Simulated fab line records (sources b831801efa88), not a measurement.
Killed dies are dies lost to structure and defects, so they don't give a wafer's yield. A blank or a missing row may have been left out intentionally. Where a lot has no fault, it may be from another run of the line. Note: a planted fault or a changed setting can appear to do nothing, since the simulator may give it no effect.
Comparing a struck lot with a sound one | flow sky130 | 20 out of 708 route steps
Sound: these wafers, L915.1, L915.3, L915.4. Wafers L924.2, L924.4, L924.5 were the ones struck. The cause comes at the end.
Order at every step that has rows: each side's tool, ch and its chambers, its first start. Under that, the readings that differ: sound wafers | struck wafers | difference of the means | sigmas: that difference in standard deviations of wafers without a fault.
alike: words and numbers the same on both sides, and readings whose means are apart by under 2 such deviations; not compared: readings that were withheld, readings missing a value for some wafer, numbers with overlapping values and no deviation given by the record, and bounds like >300 which may hide the same value.
Wherever a step has rows on one side only, a row that says differs or no value, or a row with sigmas, the two part there. Numbers that don't overlap but have no deviation are shown without sigmas and don't part them. Lack of a reading on every wafer of one side parts them only where that side has two or more wafers.

SKY_POLY_GATE_THK_MEAS_21:
  sound on film-metro-02, day 19 14:25; struck on film-metro-02, day 22 09:59
  alike: POLY_GATE_OXIDATION_THK
SKY_POLY_GATE_CD_MEAS_22:
  sound on cd-sem-02, day 19 14:29; struck on cd-sem-01, day 22 10:04
  alike: cd-nm
then, 7 steps without rows for these wafers: SKY_LDD_N_DEHYDRATE_00 (time 60 s); SKY_LDD_N_HMDS_01 (prime time 60 s); SKY_LDD_N_COAT_02 (resist thk 300 nm); SKY_LDD_N_SOFTBAKE_03 (time 60 s); SKY_LDD_N_EXPOSE_04 (exposes mask NTM, target cd 840 nm); SKY_LDD_N_PEB_05; SKY_LDD_N_DEVELOP_06 (develop time 60 s).
SKY_LDD_N_OVL_MEAS_07:
  sound on overlay-01, day 20 21:22; struck on overlay-01, day 23 15:25
  alike: LDD_N_OVL
then, 2 steps without rows for these wafers: SKY_LDD_N_IMPLANT_08; SKY_LDD_N_IMPLANT_09.
SKY_LDD_N_IMPLANT_10:
  sound on implanter-03 ch 0, day 20 21:43; struck on implanter-01, day 23 16:04
  no value came back on the struck wafers for beam-energy-keV, beam-on-s (s); on the sound wafers beam-energy-keV reads 19.997 19.997 20.000
then, 5 steps without rows for these wafers: SKY_LDD_N_IMPLANT_11; SKY_LDD_N_IMPLANT_12; SKY_LDD_N_IMPLANT_13; SKY_LDD_N_IMPLANT_14; SKY_LDD_N_IMPLANT_15.
SKY_LDD_N_STRIP_16: strips in O2/N2.
  sound on plasma-asher-03 ch 0,1, day 20 22:37; struck on plasma-asher-04 ch 0,1, day 23 16:57
  reading                      | sound             | struck            | difference | sigmas
  strip-time-to-endpoint-s (s) | 4.324 4.323 4.312 | 4.131 4.148 4.159 | -0.174     | -11
  alike: drypump-motor-current-A, n2-flow-sccm, oes-product-au
  not compared: rf-hours-counter-h
SKY_LDD_N_TW_MEAS_17:
  sound on film-metro-01, day 20 22:43; struck on film-metro-03, day 23 17:04
  reading  | sound          | struck         | difference | sigmas
  LDD_N_TW | 2603 2605 2589 | 2413 2405 2414 | -188       | -9

WHERE THEY PART
Earliest at SKY_LDD_N_IMPLANT_10; latest, in this record, at SKY_LDD_N_TW_MEAS_17.

WHY: the cause the simulator had injected
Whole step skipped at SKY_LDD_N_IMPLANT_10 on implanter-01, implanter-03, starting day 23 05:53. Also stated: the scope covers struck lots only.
